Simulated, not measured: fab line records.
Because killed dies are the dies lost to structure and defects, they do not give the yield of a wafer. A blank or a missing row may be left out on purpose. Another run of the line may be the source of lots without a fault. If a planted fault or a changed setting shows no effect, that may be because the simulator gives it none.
Commonality check across tools :: flow gf180mcu :: 10 lots and 36 wafers in the sample

REASON FOR OPENING
At GF_MIM_RS_MEAS_10 the reading MIM_ALCU_RS is flagged on 2 of 10 lots. Fault-free wafers read 0.1597 ohm/sq, with a standard deviation of 0.002.
Rule: a lot is flagged when every wafer of it that has a number lies more than 4 standard deviations from that mean, or none has a number. The other lots count as sound.

lot: L444
measured: day 24 15:54
on: film metro-02
MIM_ALCU_RS (ohm/sq), wafer by wafer: 0.1603 0.1604 0.1581
flag: 

lot: L445
measured: day 25 05:53
on: film metro-01
MIM_ALCU_RS (ohm/sq), wafer by wafer: 0.1580 0.1588 0.1573
flag: 

lot: L448
measured: day 26 07:13
on: film metro-03
MIM_ALCU_RS (ohm/sq), wafer by wafer: 0.2272 0.2208 0.2207 0.2269 0.2213 0.2204
flag: FLAGGED

lot: L449
measured: day 26 17:25
on: film metro-01
MIM_ALCU_RS (ohm/sq), wafer by wafer: 0.2292 0.2258 0.2315 0.2296 0.2257 0.2312
flag: FLAGGED

lot: L458
measured: day 29 13:20
on: film metro-03
MIM_ALCU_RS (ohm/sq), wafer by wafer: 0.1582 0.1578 0.1578
flag: 

lot: L459
measured: day 29 14:40
on: film metro-03
MIM_ALCU_RS (ohm/sq), wafer by wafer: 0.1631 0.1608 0.1606
flag: 

lot: L461
measured: day 30 03:08
on: film metro-02
MIM_ALCU_RS (ohm/sq), wafer by wafer: 0.1588 0.1607 0.1614
flag: 

lot: L462
measured: day 30 12:17
on: film metro-03
MIM_ALCU_RS (ohm/sq), wafer by wafer: 0.1567 0.1595 0.1592
flag: 

lot: L463
measured: day 30 13:37
on: film metro-03
MIM_ALCU_RS (ohm/sq), wafer by wafer: 0.1584 0.1604 0.1588
flag: 

lot: L464
measured: day 31 01:34
on: film metro-02
MIM_ALCU_RS (ohm/sq), wafer by wafer: 0.1605 0.1595 0.1601
flag: 
On average the flagged lots' numbers are 0.2259 ohm/sq, which is +0.0662 ohm/sq against the usual, or +33 standard deviations.

LOT BY LOT: THE TOOL USED
Before the reading, the record contains 2 process steps out of a 602-step route. Every cell lists first the tool, next ch and the chambers used by the sampled wafers, and last the start.
lot: L444
flag: 
GF_MIM_SPUTTER_08: pvd sputter-04, day 24 15:49
GF_MIM_SPUTTER_09: pvd sputter-04, day 24 15:51

lot: L445
flag: 
GF_MIM_SPUTTER_08: pvd sputter-04, day 25 05:50
GF_MIM_SPUTTER_09: pvd sputter-04, day 25 05:52

lot: L448
flag: FLAGGED
GF_MIM_SPUTTER_08: pvd sputter-04, day 26 07:10
GF_MIM_SPUTTER_09: pvd sputter-04, day 26 07:11

lot: L449
flag: FLAGGED
GF_MIM_SPUTTER_08: pvd sputter-04, day 26 17:18
GF_MIM_SPUTTER_09: pvd sputter-04, day 26 17:19

lot: L458
flag: 
GF_MIM_SPUTTER_08: pvd sputter-01, day 29 13:17
GF_MIM_SPUTTER_09: pvd sputter-01, day 29 13:18

lot: L459
flag: 
GF_MIM_SPUTTER_08: pvd sputter-04, day 29 14:34
GF_MIM_SPUTTER_09: pvd sputter-04, day 29 14:35

lot: L461
flag: 
GF_MIM_SPUTTER_08: pvd sputter-04, day 30 03:05
GF_MIM_SPUTTER_09: pvd sputter-04, day 30 03:06

lot: L462
flag: 
GF_MIM_SPUTTER_08: pvd sputter-04, day 30 12:12
GF_MIM_SPUTTER_09: pvd sputter-04, day 30 12:13

lot: L463
flag: 
GF_MIM_SPUTTER_08: pvd sputter-04, day 30 13:31
GF_MIM_SPUTTER_09: pvd sputter-04, day 30 13:32

lot: L464
flag: 
GF_MIM_SPUTTER_08: pvd sputter-01, day 31 01:29
GF_MIM_SPUTTER_09: pvd sputter-01, day 31 01:31
What the steps here do:
- GF_MIM_SPUTTER_08: material AlCu, target thk 200 nm, time 10.6 s.
- GF_MIM_SPUTTER_09: material TiN, target thk 35 nm, time 30.05 s.
- GF_MIM_RS_MEAS_10: measures by four-point-probe.

FLAGGED OVER TOTAL, TOOL BY TOOL (the gauges that took the reading come last)
step: GF_MIM_SPUTTER_08
tool: pvd sputter-01
lots run: 2
flagged: 0
share of the flagged lots: none
sound lots run after its first flagged lot: -

step: GF_MIM_SPUTTER_08
tool: pvd sputter-04
lots run: 8
flagged: 2
share of the flagged lots: all
sound lots run after its first flagged lot: 4 (L459,L461,L462,L463)

step: GF_MIM_SPUTTER_09
tool: pvd sputter-01
lots run: 2
flagged: 0
share of the flagged lots: none
sound lots run after its first flagged lot: -

step: GF_MIM_SPUTTER_09
tool: pvd sputter-04
lots run: 8
flagged: 2
share of the flagged lots: all
sound lots run after its first flagged lot: 4 (L459,L461,L462,L463)

step: GF_MIM_RS_MEAS_10
tool: film metro-01
lots run: 2
flagged: 1
share of the flagged lots: some
sound lots run after its first flagged lot: 0

step: GF_MIM_RS_MEAS_10
tool: film metro-02
lots run: 3
flagged: 0
share of the flagged lots: none
sound lots run after its first flagged lot: -

step: GF_MIM_RS_MEAS_10
tool: film metro-03
lots run: 5
flagged: 1
share of the flagged lots: some
sound lots run after its first flagged lot: 4 (L458,L459,L462,L463)

THE TABLE: WHAT IT ALLOWS
2 rows of the table ran every flagged lot: pvd sputter-04 at GF_MIM_SPUTTER_08, pvd sputter-04 at GF_MIM_SPUTTER_09.
- pvd sputter-04 at GF_MIM_SPUTTER_08 ran 8 lots, 2 of them flagged. Sound lots followed the first flagged one (L459, L461, L462, L463) on it, something a lasting fault affecting the whole tool could not allow.
- pvd sputter-04 at GF_MIM_SPUTTER_09 ran 8 lots, 2 of them flagged. Sound lots followed the first flagged one (L459, L461, L462, L463) on it, something a lasting fault affecting the whole tool could not allow.
Not one row of the table ran every flagged lot while running no sound lot after the first.

WHAT WAS PUT IN BY THE SIMULATOR
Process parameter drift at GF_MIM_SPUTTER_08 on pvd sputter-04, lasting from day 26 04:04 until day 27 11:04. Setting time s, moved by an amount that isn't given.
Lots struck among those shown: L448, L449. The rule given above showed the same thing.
